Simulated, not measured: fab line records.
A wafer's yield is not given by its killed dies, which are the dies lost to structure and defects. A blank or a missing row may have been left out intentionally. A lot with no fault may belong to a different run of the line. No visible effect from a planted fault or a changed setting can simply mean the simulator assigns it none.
Chamber matching    flow gf180mcu    4 sister chambers for GF_V1_CMP_04 on cmp-02
The step polishes SiO2. 4 wafers are shown with their chamber, then 6 later ones without.

## EACH WAFER AND ITS CHAMBER
wafer   chamber  motor-current-A (A)
L683.2  1        11.7
L683.3  0        10.6
L685.3  3        10.4
L685.4  2        11.3

## WAFERS WITHOUT THEIR CHAMBER
wafer   motor-current-A (A)
L685.6  10.4
L689.2  10.5
L689.5  11.5
L689.6  12.0
L699.2  11.0
L699.6  10.2

## WHICH CHAMBER EACH WENT THROUGH
wafer   from the rows above                in truth
L685.6  can't be placed: 3 or 0            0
L689.2  can't be placed: 0 or 3            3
L689.5  can't be placed: 1 or 2            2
L689.6  can't be placed: 1 or 2            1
L699.2  can't be placed: 2 or 0 or 3 or 1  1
L699.6  can't be placed: 3 or 0            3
Correctly placed: 0 of 6. Cannot be placed on the basis of these rows: 6; the candidates contain the true chamber in 6. Placed wrongly: 0.
How it was worked out, from the rows above alone: a wafer's distance from a chamber is the root of the sum, over the readings, of the square of ((its reading less the chamber's mean) divided by the reading's scatter). If the next closest chamber is less than 2 further off than the closest, the wafer can't be placed; otherwise it belongs to the closest. Each chamber's mean is taken over the wafers shown for it. The scatter: root of mean squared gap, hidden wafer to nearest shown wafer, with one shown wafer a chamber.
